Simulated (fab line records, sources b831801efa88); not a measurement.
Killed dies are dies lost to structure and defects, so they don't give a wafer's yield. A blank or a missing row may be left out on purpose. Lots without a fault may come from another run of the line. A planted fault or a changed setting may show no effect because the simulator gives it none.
fab line records | flow gf180mcu
record lots=5 wafers=15 last_day=33
route steps=602 shown CONTACT@298 M1@315
lots that met no fault: from a run of the same line without faults
start_h: hours from the record's first day to the start of the lot's first wafer shown | wait_h: hours since the lot's step before | " the same as in the row above | L1.1+2: a row that stands for several wafers | - no value, or no start given | * or withheld: withheld | < > ~ a bound
route shown NAME@n: a module of which the file shows steps, and the number in the route of the first | usual: mean/standard deviation of fault-free wafers | same: alike in all rows | chamber/n: place in a boat | sites: the reading at each site | _std_site: their standard deviation | _edge_site: outer sites' mean less inner sites' | radius_mm: how far each site lies from the wafer's centre | mask NAME#n: copy n | behind: the tool/chamber that last shaped the wafer | hold: why the lot was held/for how many hours/how that ended | device: the transistor (n, p or np) that didn't switch | end of line: the same wafers' tests at the end of the route | a step without rows: its recipe alone | killed: dies lost to structure and defects at the first sort, not the wafer's yield | map: a wafer's dies, x killed, . not, _ none there
set.NAME: the setting as run; set.NAME@STEP: as run at that earlier step | model.NAME: the simulator's own value behind a step, which no gauge read
lots at some steps of the route; a table a step, a row a wafer
services: from which hour (start_h, from the record's first day; less than 0 if before it) a tool's chamber was out of use, for how many hours, and why
## steps
# step GF_CONTACT_EXPOSE_11
# recipe mask_id=Contact target_cd_nm=220 na=0.68 source_shape=conventional sigma_outer=0.6 dose_mj=38
# usual stage_vel_mm_s=500.02/0.25
# columns lot.wafer tool chamber start_h wait_h mask stage_vel_mm_s
L074.3 krf_scanner-02 0 - - Contact#0 500.12
L074.4 " 0 " " Contact#0 500.05
L074.5 " 0 " " Contact#0 500.30
L081.1 krf_scanner-01 0 - - Contact#0 500.01
L081.2 " 0 " " Contact#0 499.92
L081.5 " 0 " " Contact#0 500.20
L082.1 krf_scanner-01 0 - - Contact#0 500.22
L082.3 " 0 " " Contact#0 500.09
L082.6 " 0 " " Contact#0 500.17
L087.1 krf_scanner-01 0 - - Contact#0 499.98
L087.3 " 0 " " Contact#0 499.74
L087.4 " 0 " " Contact#0 499.63
L092.1 krf_scanner-02 0 - - Contact#0 499.89
L092.5 " 0 " " Contact#0 500.06
L092.6 " 0 " " Contact#0 499.93
# step GF_CONTACT_PEB_12
# recipe peb_temp_c=135 peb_time_s=90 resist=KrF
# same peb_time_s=90
# columns lot.wafer tool chamber start_h wait_h
L074.3+4+5 litho_track-03 0 - -
L081.1+2+5 litho_track-02 0 - -
L082.1+3+6 litho_track-02 0 - -
L087.1+3+4 litho_track-01 0 - -
L092.1+5+6 litho_track-02 0 - -
# step GF_CONTACT_DEVELOP_13
# recipe develop_time_s=60 resist=KrF dev_temp_c=21
# columns lot.wafer tool chamber start_h wait_h
L074.3+4+5 litho_track-03 0 361.77 0.1
L081.1+2+5 litho_track-02 0 422.24 0.2
L082.1+3+6 litho_track-02 0 427.59 0.2
L087.1+3+4 litho_track-01 0 482.73 0.2
L092.1+5+6 litho_track-02 0 517.99 0.2
# step GF_CONTACT_CD_MEAS_14
# recipe target_cd_nm=220
# usual cd_nm=220.1/1.4
# columns lot.wafer tool chamber start_h wait_h cd_nm
L074.3 cd_sem-02 - 361.91 0.1 219.3
L074.4 " - " " 221.6
L074.5 " - " " 218.4
L081.1 cd_sem-02 - 422.39 0.1 217.9
L081.2 " - " " 218.0
L081.5 " - " " 219.2
L082.1 cd_sem-02 - 427.84 0.2 220.2
L082.3 " - " " 218.4
L082.6 " - " " 219.7
L087.1 cd_sem-02 - 482.88 0.1 222.3
L087.3 " - " " 221.7
L087.4 " - " " 221.6
L092.1 cd_sem-02 - 518.14 0.1 222.0
L092.5 " - " " 221.7
L092.6 " - " " 221.3
# step GF_CONTACT_OVL_MEAS_15
# usual CONTACT_OVL=0/5.7
# columns lot.wafer tool chamber start_h wait_h CONTACT_OVL[nm]
L074.3 overlay-02 - 362.00 0.1 -10
L074.4 " - " " -10
L074.5 " - " " -4
L081.1 overlay-01 - 422.51 0.1 -6
L081.2 " - " " -5
L081.5 " - " " 1
L082.1 overlay-01 - 427.96 0.1 -6
L082.3 " - " " -1
L082.6 " - " " -2
L087.1 overlay-02 - 483.00 0.1 0
L087.3 " - " " 3
L087.4 " - " " 7
L092.1 overlay-02 - 518.26 0.1 -2
L092.5 " - " " 7
L092.6 " - " " 6
# step GF_CONTACT_ETCH_16
# recipe chemistry=N2/H2 target_depth_a=withheld overetch_a=withheld time_s=withheld target=BARC ion_energy_ev=200 source_w=500 bias_w=100 pressure_mtorr=30 n2_flow_sccm=100 h2_flow_sccm=200
# usual chamber_pressure_mTorr=29.999/0.027 drypump_motor_current_A=5.8/0.49 oes_product_au=0.855/0.0049 throttle_valve_pct=13.225/0.0096
# columns lot.wafer tool chamber start_h wait_h chamber_pressure_mTorr drypump_motor_current_A oes_product_au throttle_valve_pct
L074.3 rie_diel-01 2 362.03 0.0 30.038 5.0 0.859 13.253
L074.4 " 1 " " 30.032 6.3 0.854 13.227
L074.5 " 2 " " 30.007 5.0 0.852 13.218
L081.1 rie_diel-04 3 422.55 0.0 29.960 6.1 0.853 13.229
L081.2 " 1 " " 29.944 5.9 0.853 13.224
L081.5 " 2 " " 30.033 5.9 0.852 13.232
L082.1 rie_diel-04 1 427.99 0.0 29.978 5.9 0.854 13.223
L082.3 " 0 " " 29.949 6.4 0.862 13.209
L082.6 " 1 " " 29.987 6.0 0.853 13.203
L087.1 rie_diel-01 1 483.03 0.0 29.993 6.2 0.854 13.206
L087.3 " 0 " " 30.015 6.2 0.847 13.224
L087.4 " 0 " " 30.013 6.2 0.854 13.226
L092.1 rie_diel-04 1 518.30 0.0 29.980 5.9 0.847 13.216
L092.5 " 3 " " 30.040 6.1 0.857 13.236
L092.6 " 1 " " 30.061 5.9 0.852 13.217
# step GF_CONTACT_ETCH_17
# recipe chemistry=C4F8/O2/Ar mask_material=KrF target=SiO2 stop_on=CoSi2 source_w=1500 bias_w=1200 pressure_mtorr=40 c4f8_flow_sccm=withheld O2_flow_sccm=6 Ar_flow_sccm=300 time_s=withheld target_depth_a=8600
# usual chamber_pressure_mTorr=40.00/0.036 oes_product_au=0.816/0.0052
# columns lot.wafer tool chamber start_h wait_h chamber_pressure_mTorr oes_product_au
L074.3 rie_diel-01 2 - - 39.97 0.818
L074.4 " 1 " " 39.98 0.823
L074.5 " 2 " " 40.04 0.821
L081.1 rie_diel-04 3 - - 40.02 0.818
L081.2 " 1 " " 40.03 0.811
L081.5 " 2 " " 39.93 0.817
L082.1 rie_diel-04 1 - - 40.05 0.823
L082.3 " 0 " " 40.04 0.817
L082.6 " 1 " " 39.96 0.820
L087.1 rie_diel-01 1 - - 40.04 0.824
L087.3 " 0 " " 40.01 0.825
L087.4 " 0 " " 40.03 0.814
L092.1 rie_diel-04 1 - - 39.96 0.814
L092.5 " 3 " " 39.99 0.819
L092.6 " 1 " " 39.94 0.815
# step GF_CONTACT_STRIP_18
# recipe chemistry=O2/N2 power_w=1400 pressure_mtorr=1500 platen_temp_c=250 o2_flow_sccm=3000 n2_flow_sccm=300 overash_fraction=0.5
# usual chamber_pressure_mTorr=1500.1/1.4 drypump_motor_current_A=5.8/0.45 heater_power_w=332/61 oes_product_au=0.580/0.0056
# columns lot.wafer tool chamber start_h wait_h chamber_pressure_mTorr drypump_motor_current_A heater_power_w oes_product_au rf_hours_counter_h
L074.3 plasma_asher-01 0 362.22 - 1501.8 6.3 423 0.568 -
L074.4 " 1 " " 1501.1 5.7 339 0.586 -
L074.5 " 1 " " 1502.6 5.7 342 0.573 -
L081.1 plasma_asher-03 0 422.71 - 1498.5 5.0 273 0.579 83
L081.2 " 1 " " 1502.8 6.1 287 0.571 83
L081.5 " 1 " " 1501.3 6.1 287 0.583 -
L082.1 plasma_asher-01 1 428.16 - 1498.7 5.7 337 0.581 32
L082.3 " 0 " " 1499.0 6.2 419 0.586 -
L082.6 " 1 " " 1499.6 5.8 328 0.579 -
L087.1 plasma_asher-01 1 483.20 - 1500.3 5.7 337 0.580 38
L087.3 " 1 " " 1500.3 5.7 340 0.581 -
L087.4 " 0 " " 1500.2 6.2 421 0.584 -
L092.1 plasma_asher-01 1 518.46 - 1501.5 5.8 346 0.577 43
L092.5 " 1 " " 1503.3 5.7 339 0.585 -
L092.6 " 0 " " 1500.0 6.2 416 0.578 -
# step GF_CONTACT_CLEAN_19
# recipe chemistry=SPM
# columns lot.wafer tool chamber start_h wait_h
L074.3+4+5 wet_bench-02 1 362.29 0.0
L081.1+2+5 wet_bench-04 0 422.81 0.1
L082.1+3+6 wet_bench-04 1 428.26 0.1
L087.1+3+4 wet_bench-03 1 483.30 0.1
L092.1+5+6 wet_bench-03 2 518.56 0.1
# step GF_CONTACT_CLEAN_20
# recipe chemistry=DIW
# columns lot.wafer tool chamber start_h wait_h
L074.3+4+5 wet_bench-04 2 362.38 0.0
L081.1+2+5 wet_bench-03 0 422.90 0.0
L082.1+3+6 wet_bench-03 1 428.35 0.0
L087.1+3+4 wet_bench-02 2 483.39 0.0
L092.1+5+6 wet_bench-02 2 518.65 0.0
# step GF_CONTACT_CLEAN_21
# recipe chemistry=dHF time_s=20 dilution=100:1 dry=ipa_marangoni
# same time_s=20
# columns lot.wafer tool chamber start_h wait_h
L074.3+4+5 wet_bench-02 2 362.47 0.0
L081.1+2+5 wet_bench-04 0 423.00 0.0
L082.1+3+6 wet_bench-04 2 428.44 0.0
L087.1+3+4 wet_bench-03 1 483.48 0.0
L092.1+5+6 wet_bench-03 3 518.74 0.0
# step GF_CONTACT_SPUTTER_22
# recipe material=Ti target_thk_nm=15 chamber_pressure_pa=5 power_w=2500 substrate_temp_c=200 time_s=80.02
# usual throttle_valve_pct=30.4/0.6
# same time_s=80.02
# columns lot.wafer tool chamber start_h wait_h throttle_valve_pct
L074.3 pvd_sputter-03 - 362.49 0.0 29.6
L074.4 " - " " 31.2
L074.5 " - " " 31.3
L081.1 pvd_sputter-03 - 423.01 0.0 30.1
L081.2 " - " " 29.7
L081.5 " - " " 29.9
L082.1 pvd_sputter-04 - 428.46 0.0 31.2
L082.3 " - " " 30.9
L082.6 " - " " 31.1
L087.1 pvd_sputter-02 - 483.49 0.0 29.9
L087.3 " - " " 30.6
L087.4 " - " " 29.6
L092.1 pvd_sputter-02 - 518.76 0.0 29.9
L092.5 " - " " 29.7
L092.6 " - " " 30.6
# step GF_CONTACT_SPUTTER_23
# recipe material=TiN target_thk_nm=10 chamber_pressure_pa=5 power_w=4000 time_s=40
# usual throttle_valve_pct=30.4/0.62
# same time_s=40
# columns lot.wafer tool chamber start_h wait_h throttle_valve_pct
L074.3 pvd_sputter-03 - 362.55 0.0 29.8
L074.4 " - " " 30.9
L074.5 " - " " 31.1
L081.1 pvd_sputter-03 - 423.07 0.0 30.2
L081.2 " - " " 29.7
L081.5 " - " " 30.1
L082.1 pvd_sputter-04 - 428.52 0.0 31.3
L082.3 " - " " 30.5
L082.6 " - " " 30.8
L087.1 pvd_sputter-02 - 483.56 0.0 29.8
L087.3 " - " " 30.3
L087.4 " - " " 29.8
L092.1 pvd_sputter-02 - 518.82 0.0 29.7
L092.5 " - " " 30.0
L092.6 " - " " 30.4
# step GF_CONTACT_CVD_24
# recipe material=W target_thk_nm=300 time_s=90.339 temp_c=400 pressure_torr=40
# usual heater_power_w=826/64
# same time_s=90.339
# columns lot.wafer tool chamber start_h wait_h heater_power_w
L074.3 cvd_w-02 0 362.62 0.1 774
L074.4 " 1 " " 969
L074.5 " 1 " " 978
L081.1 cvd_w-02 1 423.11 0.0 905
L081.2 " 1 " " 888
L081.5 " 1 " " 907
L082.1 cvd_w-01 1 428.56 0.0 786
L082.3 " 0 " " 818
L082.6 " 1 " " 793
L087.1 cvd_w-02 0 483.59 0.0 738
L087.3 " 0 " " 747
L087.4 " 1 " " 894
L092.1 cvd_w-02 1 518.86 0.0 916
L092.5 " 1 " " 891
L092.6 " 0 " " 739
# step GF_CONTACT_RS_MEAS_25
# recipe thk_meas_gauge=four-point-probe reads=W_of_CONTACT_CVD_24+TiN_of_CONTACT_SPUTTER_23+Ti_of_CONTACT_SPUTTER_22
# usual CONTACT_W_RS=0.381/0.006
# columns lot.wafer tool chamber start_h wait_h CONTACT_W_RS[ohm/sq]
L074.3 film_metro-04 - 362.73 0.1 0.382
L074.4 " - " " 0.384
L074.5 " - " " 0.384
L081.1 film_metro-04 - 423.31 0.2 0.381
L081.2 " - " " 0.383
L081.5 " - " " 0.382
L082.1 film_metro-02 - 428.66 0.1 0.383
L082.3 " - " " 0.393
L082.6 " - " " 0.383
L087.1 film_metro-04 - 483.69 0.1 0.370
L087.3 " - " " 0.374
L087.4 " - " " 0.385
L092.1 film_metro-01 - 518.96 0.1 0.382
L092.5 " - " " 0.377
L092.6 " - " " 0.366
# step GF_CONTACT_THK_MEAS_26
# recipe thk_meas_gauge=xrf reads=W_of_CONTACT_CVD_24
# usual CONTACT_W_THK=297/6.4
# columns lot.wafer tool chamber start_h wait_h CONTACT_W_THK[nm]
L074.3 film_metro-04 - 362.83 0.1 293
L074.4 " - " " 293
L074.5 " - " " 293
L081.1 film_metro-04 - 423.43 0.1 300
L081.2 " - " " 297
L081.5 " - " " 298
L082.1 film_metro-02 - 428.78 0.1 290
L082.3 " - " " 285
L082.6 " - " " 292
L087.1 film_metro-04 - 483.81 0.1 305
L087.3 " - " " 301
L087.4 " - " " 294
L092.1 film_metro-01 - 519.08 0.1 305
L092.5 " - " " 310
L092.6 " - " " 316
# step GF_CONTACT_CMP_27
# recipe stop_on=SiO2 down_force_psi=3.5 platen_rpm=60 t_overpolish_s=15 target_thk_nm=0 pad_velocity_m_s=0.94248
# usual motor_current_A=11.1/0.75 overpolish_run_s=15.000/0.0086 retaining_ring_pressure_frac=1.001/0.0052 time_to_endpoint_s=70/5.5
# columns lot.wafer tool chamber start_h wait_h motor_current_A overpolish_run_s retaining_ring_pressure_frac time_to_endpoint_s
L074.4 cmp-02 0 362.87 0.0 11.2 14.985 0.997 67
L074.3 " 2 " " 11.2 15.002 0.998 68
L074.5 " 1 " " 11.5 14.999 1.000 62
L081.2 cmp-02 3 423.49 0.0 11.1 14.999 0.998 83
L081.1 " 1 " " 11.1 15.001 1.006 68
L081.5 " 3 " " 10.8 15.004 0.995 78
L082.1 cmp-02 0 428.84 0.1 11.3 14.991 0.991 72
L082.3 " 3 " " 11.1 15.002 1.008 79
L082.6 " 0 " " 11.4 15.003 0.994 76
L087.1 cmp-01 1 483.87 0.1 11.6 15.010 0.996 65
L087.3 " 2 " " 11.6 14.991 0.999 80
L087.4 " 3 " " 9.8 15.015 1.006 70
L092.1 cmp-01 2 519.24 0.1 11.1 15.002 1.007 77
L092.5 " 0 " " 11.8 15.016 1.003 75
L092.6 " 1 " " 12.3 14.991 0.998 65
# step GF_M1_SPUTTER_00
# recipe material=Ti target_thk_nm=37.5 arriving_ion_energy_ev=80 substrate_temp_c=200 chamber_pressure_pa=2 power_w=4000 time_s=150
# usual throttle_valve_pct=30.8/0.61
# same time_s=150
# columns lot.wafer tool chamber start_h wait_h throttle_valve_pct
L074.3 pvd_sputter-04 - 363.17 0.1 31.0
L074.4 " - " " 30.8
L074.5 " - " " 30.6
L081.1 pvd_sputter-01 - 423.79 0.1 31.8
L081.2 " - " " 30.4
L081.5 " - " " 31.7
L082.1 pvd_sputter-01 - 429.14 0.2 30.1
L082.3 " - " " 29.6
L082.6 " - " " 30.5
L087.1 pvd_sputter-01 - 484.17 0.2 30.5
L087.3 " - " " 31.6
L087.4 " - " " 30.2
L092.1 pvd_sputter-03 - 519.44 0.1 31.3
L092.5 " - " " 31.0
L092.6 " - " " 30.9
# step GF_M1_SPUTTER_01
# recipe material=TiN target_thk_nm=30 power_w=6500 time_s=25 chamber_pressure_pa=0.4
# usual throttle_valve_pct=30.8/0.6
# same time_s=25
# columns lot.wafer tool chamber start_h wait_h throttle_valve_pct
L074.3 pvd_sputter-04 - 363.27 0.1 31.2
L074.4 " - " " 31.1
L074.5 " - " " 30.7
L081.1 pvd_sputter-01 - 423.89 0.1 31.9
L081.2 " - " " 30.3
L081.5 " - " " 32.0
L082.1 pvd_sputter-01 - 429.24 0.1 30.4
L082.3 " - " " 29.6
L082.6 " - " " 30.4
L087.1 pvd_sputter-01 - 484.27 0.1 30.5
L087.3 " - " " 32.0
L087.4 " - " " 30.4
L092.1 pvd_sputter-03 - 519.54 0.1 31.0
L092.5 " - " " 31.2
L092.6 " - " " 30.9
# step GF_M1_SPUTTER_02
# recipe material=AlCu target_thk_nm=450 power_w=10600 time_s=23.9 chamber_pressure_pa=0.4
# usual throttle_valve_pct=30.8/0.59
# same time_s=23.9
# columns lot.wafer tool chamber start_h wait_h throttle_valve_pct
L074.3 pvd_sputter-04 - 363.30 0.0 30.8
L074.4 " - " " 31.3
L074.5 " - " " 30.7
L081.1 pvd_sputter-01 - 423.92 0.0 31.8
L081.2 " - " " 30.4
L081.5 " - " " 32.0
L082.1 pvd_sputter-01 - 429.27 0.0 30.4
L082.3 " - " " 29.9
L082.6 " - " " 30.6
L087.1 pvd_sputter-01 - 484.31 0.0 30.8
L087.3 " - " " 31.7
L087.4 " - " " 30.4
L092.1 pvd_sputter-03 - 519.57 0.0 31.0
L092.5 " - " " 30.9
L092.6 " - " " 31.2
# step GF_M1_SPUTTER_03
# recipe material=Ti target_thk_nm=10 substrate_temp_c=300 chamber_pressure_pa=0.3 power_w=3000 time_s=6.7
# usual throttle_valve_pct=30.8/0.6
# same time_s=6.7
# columns lot.wafer tool chamber start_h wait_h throttle_valve_pct
L074.3 pvd_sputter-04 - 363.33 0.0 30.8
L074.4 " - " " 30.9
L074.5 " - " " 30.9
L081.1 pvd_sputter-01 - 423.95 0.0 31.8
L081.2 " - " " 30.5
L081.5 " - " " 32.1
L082.1 pvd_sputter-01 - 429.30 0.0 30.1
L082.3 " - " " 30.0
L082.6 " - " " 30.4
L087.1 pvd_sputter-01 - 484.34 0.0 30.8
L087.3 " - " " 32.0
L087.4 " - " " 30.2
L092.1 pvd_sputter-03 - 519.60 0.0 30.8
L092.5 " - " " 31.0
L092.6 " - " " 31.0
# step GF_M1_SPUTTER_04
# recipe material=TiN target_thk_nm=50 power_w=6500 time_s=41.7 chamber_pressure_pa=0.4
# usual throttle_valve_pct=30.8/0.6
# same time_s=41.7
# columns lot.wafer tool chamber start_h wait_h throttle_valve_pct
L074.3 pvd_sputter-04 - 363.35 0.0 30.7
L074.4 " - " " 31.0
L074.5 " - " " 30.5
L081.1 pvd_sputter-01 - 423.97 0.0 32.0
L081.2 " - " " 30.3
L081.5 " - " " 31.9
L082.1 pvd_sputter-01 - 429.32 0.0 30.3
L082.3 " - " " 29.8
L082.6 " - " " 30.6
L087.1 pvd_sputter-01 - 484.36 0.0 30.7
L087.3 " - " " 32.0
L087.4 " - " " 30.2
L092.1 pvd_sputter-03 - 519.62 0.0 31.1
L092.5 " - " " 30.9
L092.6 " - " " 31.0
# step GF_M1_RS_MEAS_05
# recipe thk_meas_gauge=four-point-probe reads=TiN_of_M1_SPUTTER_04+Ti_of_M1_SPUTTER_03+AlCu_of_M1_SPUTTER_02+TiN_of_M1_SPUTTER_01+Ti_of_M1_SPUTTER_00
# usual M1_ALCU_RS=0.0697/0.00098
# columns lot.wafer tool chamber start_h wait_h M1_ALCU_RS[ohm/sq]
L074.3 film_metro-03 - 363.43 0.1 0.0713
L074.4 " - " " 0.0711
L074.5 " - " " 0.0703
L081.1 film_metro-03 - 424.01 0.0 0.0693
L081.2 " - " " 0.0701
L081.5 " - " " 0.0689
L082.1 film_metro-02 - 429.36 0.0 0.0702
L082.3 " - " " 0.0680
L082.6 " - " " 0.0702
L087.1 film_metro-03 - 484.40 0.0 0.0695
L087.3 " - " " 0.0697
L087.4 " - " " 0.0696
L092.1 film_metro-02 - 519.66 0.0 0.0681
L092.5 " - " " 0.0679
L092.6 " - " " 0.0685
# step GF_M1_THK_MEAS_06
# recipe thk_meas_gauge=xrf reads=AlCu_of_M1_SPUTTER_02
# usual M1_ALCU_THK=449/7.3
# columns lot.wafer tool chamber start_h wait_h M1_ALCU_THK[nm]
L074.3 film_metro-03 - 363.53 0.1 437
L074.4 " - " " 439
L074.5 " - " " 445
L081.1 film_metro-03 - 424.13 0.1 454
L081.2 " - " " 448
L081.5 " - " " 454
L082.1 film_metro-02 - 429.48 0.1 446
L082.3 " - " " 457
L082.6 " - " " 444
L087.1 film_metro-03 - 484.52 0.1 446
L087.3 " - " " 444
L087.4 " - " " 443
L092.1 film_metro-02 - 519.78 0.1 463
L092.5 " - " " 463
L092.6 " - " " 460
# step GF_M1_DEHYDRATE_07
# recipe temp_c=200 time_s=60
# same time_s=60
# columns lot.wafer tool chamber start_h wait_h
L074.3+4+5 litho_track-03 0 373.97 10.4
L081.1+2+5 litho_track-04 0 435.56 11.4
L082.1+3+6 litho_track-04 0 441.01 11.5
L087.1+3+4 litho_track-03 0 495.42 10.9
L092.1+5+6 litho_track-03 0 531.02 11.2
# step GF_M1_HMDS_08
# recipe prime_time_s=60 prime_temp_c=120
# columns lot.wafer tool chamber start_h wait_h
L074.3+4+5 litho_track-03 0 374.12 0.1
L081.1+2+5 litho_track-04 0 435.71 0.1
L082.1+3+6 litho_track-04 0 441.16 0.1
L087.1+3+4 litho_track-03 0 495.57 0.1
L092.1+5+6 litho_track-03 0 531.17 0.1
# step GF_M1_COAT_09
# recipe resist=KrF spin_rpm=withheld resist_thk_nm=1000
# columns lot.wafer tool chamber start_h wait_h
L074.3+4+5 litho_track-03 0 374.27 0.1
L081.1+2+5 litho_track-04 0 435.86 0.1
L082.1+3+6 litho_track-04 0 441.31 0.1
L087.1+3+4 litho_track-03 0 495.72 0.1
L092.1+5+6 litho_track-03 0 531.32 0.1
# step GF_M1_SOFTBAKE_10
# recipe temp_c=130 time_s=60 resist=KrF
# same time_s=60
# columns lot.wafer tool chamber start_h wait_h
L074.3+4+5 litho_track-03 0 374.42 0.1
L081.1+2+5 litho_track-04 0 436.01 0.1
L082.1+3+6 litho_track-04 0 441.46 0.1
L087.1+3+4 litho_track-03 0 495.87 0.1
L092.1+5+6 litho_track-03 0 531.47 0.1
# step GF_M1_EXPOSE_11
# recipe mask_id=Metal1 target_cd_nm=230 na=0.68 source_shape=conventional sigma_outer=0.6 dose_mj=28
# usual stage_vel_mm_s=500.0/0.31
# columns lot.wafer tool chamber start_h wait_h mask stage_vel_mm_s
L074.3 krf_scanner-01 0 - - Metal1#0 500.7
L074.4 " 0 " " Metal1#0 500.6
L074.5 " 0 " " Metal1#0 500.7
L081.1 krf_scanner-02 0 - - Metal1#0 500.1
L081.2 " 0 " " Metal1#0 500.1
L081.5 " 0 " " Metal1#0 499.8
L082.1 krf_scanner-02 0 - - Metal1#0 500.1
L082.3 " 0 " " Metal1#0 500.1
L082.6 " 0 " " Metal1#0 499.9
L087.1 krf_scanner-02 0 - - Metal1#0 500.2
L087.3 " 0 " " Metal1#0 500.6
L087.4 " 0 " " Metal1#0 500.0
L092.1 krf_scanner-02 0 - - Metal1#0 499.7
L092.5 " 0 " " Metal1#0 499.7
L092.6 " 0 " " Metal1#0 499.6
# step GF_M1_PEB_12
# recipe peb_temp_c=135 peb_time_s=90 resist=KrF
# same peb_time_s=90
# columns lot.wafer tool chamber start_h wait_h
L074.3+4+5 litho_track-04 0 - -
L081.1+2+5 litho_track-04 0 - -
L082.1+3+6 litho_track-03 0 - -
L087.1+3+4 litho_track-03 0 - -
L092.1+5+6 litho_track-01 0 - -
# step GF_M1_DEVELOP_13
# recipe develop_time_s=60 dev_temp_c=21
# columns lot.wafer tool chamber start_h wait_h
L074.3+4+5 litho_track-04 0 385.86 0.1
L081.1+2+5 litho_track-04 0 447.61 0.2
L082.1+3+6 litho_track-03 0 453.42 0.2
L087.1+3+4 litho_track-03 0 507.72 0.2
L092.1+5+6 litho_track-01 0 542.83 0.2
# step GF_M1_CD_MEAS_14
# recipe target_cd_nm=230
# usual cd_nm=229.7/1.1
# columns lot.wafer tool chamber start_h wait_h cd_nm
L074.3 cd_sem-02 - 386.00 0.1 229.1
L074.4 " - " " 229.3
L074.5 " - " " 229.4
L081.1 cd_sem-02 - 447.76 0.1 230.7
L081.2 " - " " 229.9
L081.5 " - " " 230.2
L082.1 cd_sem-01 - 453.57 0.1 230.6
L082.3 " - " " 231.4
L082.6 " - " " 231.0
L087.1 cd_sem-02 - 507.87 0.1 229.2
L087.3 " - " " 228.1
L087.4 " - " " 228.8
L092.1 cd_sem-02 - 542.98 0.1 230.5
L092.5 " - " " 229.2
L092.6 " - " " 229.5
# step GF_M1_OVL_MEAS_15
# usual M1_OVL=-4/5.6
# columns lot.wafer tool chamber start_h wait_h M1_OVL[nm]
L074.3 overlay-01 - 386.09 0.1 -5
L074.4 " - " " -8
L074.5 " - " " -9
L081.1 overlay-01 - 447.88 0.1 -3
L081.2 " - " " 6
L081.5 " - " " 8
L082.1 overlay-01 - 453.69 0.1 -11
L082.3 " - " " -6
L082.6 " - " " -1
L087.1 overlay-01 - 507.99 0.1 -3
L087.3 " - " " -6
L087.4 " - " " -14
L092.1 overlay-02 - 543.10 0.1 3
L092.5 " - " " 2
L092.6 " - " " 2
# step GF_M1_METAL_ETCH_16
# recipe chemistry=Cl2/BCl3 mask_material=KrF target_depth_nm=750.8 stop_on=SiO2 pressure_mtorr=8 icp_w=800 bias_w=140 Cl2_flow_sccm=80 bcl3_flow_sccm=40 time_s=125.1
# usual chamber_pressure_mTorr=7.999/0.0077 drypump_motor_current_A=6.0/0.48 oes_product_au=0.992/0.0068 throttle_valve_pct=28.227/0.01
# same time_s=125.1
# columns lot.wafer tool chamber start_h wait_h chamber_pressure_mTorr drypump_motor_current_A oes_product_au rf_hours_counter_h throttle_valve_pct
L074.3 rie_metal-01 0 386.16 0.1 7.992 5.0 1.000 - 28.226
L074.4 " 1 " " 7.995 6.3 1.000 - 28.221
L074.5 " 0 " " 8.015 5.0 0.994 - 28.216
L081.1 rie_metal-03 1 447.92 0.0 8.003 6.2 0.998 10 28.235
L081.2 " 0 " " 8.003 6.4 0.994 9 28.225
L081.5 " 1 " " 7.997 6.2 1.006 - 28.218
L082.1 rie_metal-04 1 453.73 0.0 8.002 6.2 0.998 14 28.214
L082.3 " 0 " " 7.997 5.8 0.987 - 28.239
L082.6 " 0 " " 7.982 5.8 0.989 - 28.238
L087.1 rie_metal-03 1 508.02 0.0 7.991 6.2 0.990 11 28.221
L087.3 " 0 " " 7.989 6.4 0.998 - 28.237
L087.4 " 1 " " 8.004 6.2 0.984 - 28.218
L092.1 rie_metal-01 1 543.13 0.0 7.996 6.3 0.990 2 28.235
L092.5 " 0 " " 8.009 5.1 1.005 - 28.218
L092.6 " 1 " " 7.991 6.3 0.990 - 28.235
# step GF_M1_STRIP_17
# recipe chemistry=O2/N2 power_w=1400 pressure_mtorr=1500 platen_temp_c=250 o2_flow_sccm=3000 n2_flow_sccm=300 overash_fraction=0.5
# usual chamber_pressure_mTorr=1500.3/1.4 drypump_motor_current_A=5.6/0.48 heater_power_w=346/59 oes_product_au=0.536/0.0048 strip_time_to_endpoint_s=7.34/0.06
# columns lot.wafer tool chamber start_h wait_h chamber_pressure_mTorr drypump_motor_current_A heater_power_w oes_product_au rf_hours_counter_h strip_time_to_endpoint_s
L074.3 plasma_asher-01 0 386.28 0.1 1500.9 6.2 427 0.537 - 7.24
L074.4 " 1 " " 1502.7 5.7 328 0.534 - 7.34
L074.5 " 0 " " 1498.9 6.2 426 0.532 - 7.26
L081.1 plasma_asher-02 0 448.05 0.1 1499.9 5.1 306 0.531 58 7.30
L081.2 " 1 " " 1501.2 5.2 415 0.535 58 7.31
L081.5 " 1 " " 1499.5 5.2 414 0.534 - 7.33
L082.1 plasma_asher-03 1 453.85 0.1 1500.4 6.1 286 0.541 87 7.33
L082.3 " 1 " " 1500.8 6.1 286 0.542 - 7.41
L082.6 " 1 " " 1500.9 6.1 285 0.539 - 7.44
L087.1 plasma_asher-01 0 508.15 0.1 1502.1 6.2 424 0.540 41 7.31
L087.3 " 0 " " 1498.7 6.2 433 0.526 - 7.32
L087.4 " 1 " " 1500.8 5.7 333 0.535 - 7.37
L092.1 plasma_asher-02 0 543.26 0.1 1498.8 5.2 317 0.545 64 7.46
L092.5 " 1 " " 1500.9 5.1 408 0.535 - 7.26
L092.6 " 0 " " 1498.0 5.2 308 0.537 - 7.44
# step GF_M1_STRIP_18
# recipe chemistry=post_etch_residue_remover time_s=1200 temp_c=72.5
# same time_s=1200
# columns lot.wafer tool chamber start_h wait_h
L074.3+4+5 wet_bench-01 0 386.35 0.0
L081.1+2+5 wet_bench-03 3 448.15 0.1
L082.1+3+6 wet_bench-03 1 453.95 0.1
L087.1+3+4 wet_bench-03 2 508.25 0.1
L092.1+5+6 wet_bench-01 0 543.36 0.1
# step GF_M1_CLEAN_19
# recipe chemistry=DIW dry=n2_spin
# columns lot.wafer tool chamber start_h wait_h
L074.3+4+5 wet_bench-01 1 386.70 0.0
L081.1+2+5 wet_bench-02 2 448.52 0.0
L082.1+3+6 wet_bench-01 1 454.33 0.0
L087.1+3+4 wet_bench-02 3 508.60 0.0
L092.1+5+6 wet_bench-03 1 543.70 0.0
## services
# columns tool chamber start_h hours kind
plasma_asher-01 - 372.17 0.5 repair
wet_bench-02 - 384.85 48.9 pm
wet_bench-04 - 388.50 6.6 repair
pvd_sputter-03 - 393.02 6.3 repair
pvd_sputter-01 - 397.54 0.9 repair
pvd_sputter-01 - 409.29 2.7 repair
wet_bench-04 - 417.28 2.2 repair
pvd_sputter-01 - 418.08 5.4 repair
krf_scanner-02 - 418.61 9.5 repair
krf_scanner-02 - 428.16 1.3 pm
rie_diel-04 - 431.60 0.3 repair
krf_scanner-02 - 433.55 1.0 pm
wet_bench-03 - 434.23 3.1 repair
krf_scanner-02 - 443.90 1.5 repair
rie_diel-04 - 444.40 14.6 pm
pvd_sputter-01 - 448.51 6.1 repair
pvd_sputter-04 - 471.62 1.3 repair
pvd_sputter-03 - 476.91 1.3 repair
krf_scanner-02 - 493.64 0.8 pm
krf_scanner-02 - 522.84 2.4 repair
rie_diel-04 2 532.42 16.6 repair
wet_bench-04 - 533.02 1.9 pm
rie_diel-04 - 537.10 1.4 repair
pvd_sputter-03 - 539.03 2.9 repair
## key
fault none
